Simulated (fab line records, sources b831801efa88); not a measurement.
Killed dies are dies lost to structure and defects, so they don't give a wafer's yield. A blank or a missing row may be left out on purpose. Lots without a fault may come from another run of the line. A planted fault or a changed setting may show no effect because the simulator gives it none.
Which tool did it? | flow sky130 | 24 lots, 72 wafers sampled, at 3 steps of a route of 708

WHAT THE GAUGES READ, wafer by wafer
SKY_VT_ADJUST_HVTP_OVL_MEAS_08. Usual: VT_ADJUST_HVTP_OVL -2.1 nm, standard deviation 1.3.
lot  | measured     | on         | VT_ADJUST_HVTP_OVL (nm) | flag
L074 | day 5 23:10  | overlay-02 | -1.0 -0.8 0.8           |
L075 | day 6 07:43  | overlay-01 | -3.8 -1.8 -2.1          |
L076 | day 6 12:49  | overlay-02 | -3.0 -3.6 -2.4          |
L077 | day 6 20:51  | overlay-02 | -3.3 -2.3 -2.2          |
L079 | day 7 12:02  | overlay-01 | -2.3 -5.2 -3.7          |
L078 | day 7 12:32  | overlay-02 | -0.5 -2.2 -1.8          |
L080 | day 8 05:17  | overlay-01 | -1.0 -0.2 -2.7          |
L081 | day 8 05:35  | overlay-01 | -2.2 -2.2 -2.2          |
L082 | day 8 15:23  | overlay-02 | -3.1 -3.8 -3.2          |
L083 | day 8 20:08  | overlay-02 | -1.3 -0.9 -3.2          |
L084 | day 9 06:27  | overlay-01 | -3.0 -5.0 -2.4          |
L086 | day 9 10:05  | overlay-01 | -3.3 -1.7 -2.2          |
L085 | day 9 10:23  | overlay-01 | -0.8 0.6 -0.8           |
L087 | day 9 13:20  | overlay-02 | -2.0 -2.0 -1.6          |
L089 | day 9 22:38  | overlay-02 | -4.2 -3.9 -3.6          |
L088 | day 9 23:23  | overlay-01 | -1.4 -2.7 -2.3          |
L090 | day 10 10:44 | overlay-01 | -1.4 -3.9 -3.4          |
L091 | day 10 14:10 | overlay-01 | -1.1 -3.2 -3.2          |
L092 | day 10 18:56 | overlay-01 | -1.8 -2.2 -1.2          |
L093 | day 11 01:55 | overlay-01 | -1.9 -1.5 -1.9          |
L094 | day 11 08:36 | overlay-01 | -1.1 -1.5 -1.3          |
L095 | day 11 15:40 | overlay-01 | -2.2 -1.7 -2.5          |
L096 | day 11 22:53 | overlay-01 | -1.4 0.2 0.7            |
L097 | day 12 07:02 | overlay-02 | 1.0 0.9 -1.6            |

SKY_SONOS_ONO_THK_MEAS_03. Usual: SONOS_ONO_CVD_02_THK 10.48 nm, standard deviation 0.13.
lot  | measured     | on            | SONOS_ONO_CVD_02_THK (nm) | flag
L074 | day 11 10:55 | film_metro-02 | 10.50 10.35 10.55         |
L075 | day 11 23:46 | film_metro-02 | 10.47 10.53 10.46         |
L076 | day 12 04:01 | film_metro-03 | 10.71 10.84 10.71         |
L077 | day 12 15:33 | film_metro-02 | 10.51 10.55 10.42         |
L079 | day 13 07:43 | film_metro-02 | 10.57 10.67 10.57         |
L078 | day 13 15:01 | film_metro-02 | 10.37 10.21 10.27         |
L080 | day 14 07:51 | film_metro-04 | 10.57 10.57 10.55         |
L081 | day 14 08:53 | film_metro-04 | 10.47 10.35 10.25         |
L082 | day 14 22:32 | film_metro-02 | 10.60 10.62 10.69         |
L083 | day 15 03:03 | film_metro-03 | 10.57 10.67 10.57         |
L084 | day 15 19:13 | film_metro-04 | 10.17 10.17 10.24         |
L086 | day 15 22:35 | film_metro-04 | 10.56 10.51 10.45         |
L085 | day 15 22:35 | film_metro-03 | 10.50 10.51 10.47         |
L087 | day 16 07:01 | film_metro-02 | 10.55 10.81 10.52         |
L089 | day 16 12:37 | film_metro-02 | 10.48 10.32 10.39         |
L088 | day 16 16:40 | film_metro-02 | 10.47 10.42 10.43         |
L090 | day 17 09:20 | film_metro-02 | 10.40 10.34 10.42         |
L091 | day 17 12:12 | film_metro-04 | 10.61 10.51 10.54         |
L092 | day 17 16:23 | film_metro-02 | 10.60 10.49 10.65         |
L093 | day 18 01:02 | film_metro-04 | 10.48 10.66 10.42         |
L094 | day 18 08:50 | film_metro-02 | 10.46 10.39 10.51         |
L095 | day 18 13:19 | film_metro-02 | 10.36 10.34 10.49         |
L096 | day 19 00:22 | film_metro-04 | 10.34 10.38 10.39         |
L097 | day 19 09:36 | film_metro-03 | 10.67 10.47 10.55         |

SKY_METAL3_OVL_MEAS_14. Usual: METAL3_OVL 0 nm, standard deviation 4.4.
lot  | measured     | on         | METAL3_OVL (nm) | flag
L074 | day 38 06:40 | overlay-01 | 3 4 1           |
L075 | day 39 00:58 | overlay-02 | 2 1 -1          |
L076 | day 39 06:23 | overlay-01 | 1 9 1           |
L077 | day 39 09:05 | overlay-01 | 1 -2 6          |
L079 | day 39 20:02 | overlay-01 | 0 -4 -2         |
L078 | day 40 08:34 | overlay-02 | -2 -3 7         |
L080 | day 40 20:17 | overlay-01 | 7 4 6           |
L081 | day 40 22:37 | overlay-02 | 2 1 5           |
L082 | day 41 12:20 | overlay-02 | -3 3 -7         |
L083 | day 41 17:32 | overlay-01 | -1 -10 -8       |
L084 | day 42 05:49 | overlay-02 | 1 -5 -5         |
L086 | day 42 10:05 | overlay-01 | -6 -3 -9        |
L085 | day 42 07:10 | overlay-01 | -6 1 -1         |
L087 | day 42 15:13 | overlay-02 | 0 2 5           |
L089 | day 42 17:40 | overlay-02 | -2 -13 -2       |
L088 | day 42 21:16 | overlay-01 | -4 -6 8         |
L090 | day 43 08:59 | overlay-01 | -7 3 -2         |
L091 | day 43 14:37 | overlay-01 | 0 1 -3          |
L092 | day 43 18:22 | overlay-01 | 3 -3 5          |
L093 | day 43 21:07 | overlay-01 | 2 -4 -2         |
L094 | day 44 00:50 | overlay-01 | 7 13 4          |
L095 | day 44 07:35 | overlay-01 | -8 1 -10        |
L096 | day 44 13:49 | overlay-01 | 5 -1 8          |
L097 | day 45 07:59 | overlay-02 | -1 4 -2         |

WHICH TOOL RAN EACH LOT (tool, then ch and the chambers of the sampled wafers, then the start)
The record holds no process step before these readings.

WHAT THE TOOLS THEMSELVES READ (means of the sampled wafers that have a number; where no wafer has one, the mark that the record gives instead)
The record holds no such reading with a usual standard deviation.

THE ANSWER, worked out from the rows above alone
Rule: a lot is off if the mean of its wafers that have a number lies more than 3 standard deviations from the usual mean. A lot without any number at a reading at which 4 lots or more have one is off too. The other lots that the step has rows for count as sound. The gauges are gone through in route order, then the tools' own readings, and for those a lot's mean is taken as printed above. The first step at which some lot is off is used, and at that step the reading that is off furthest; a lot without a number counts as furthest.
No lot is off at any reading shown: from this, nothing can be told.

WHAT THE SIMULATOR HAD PUT IN
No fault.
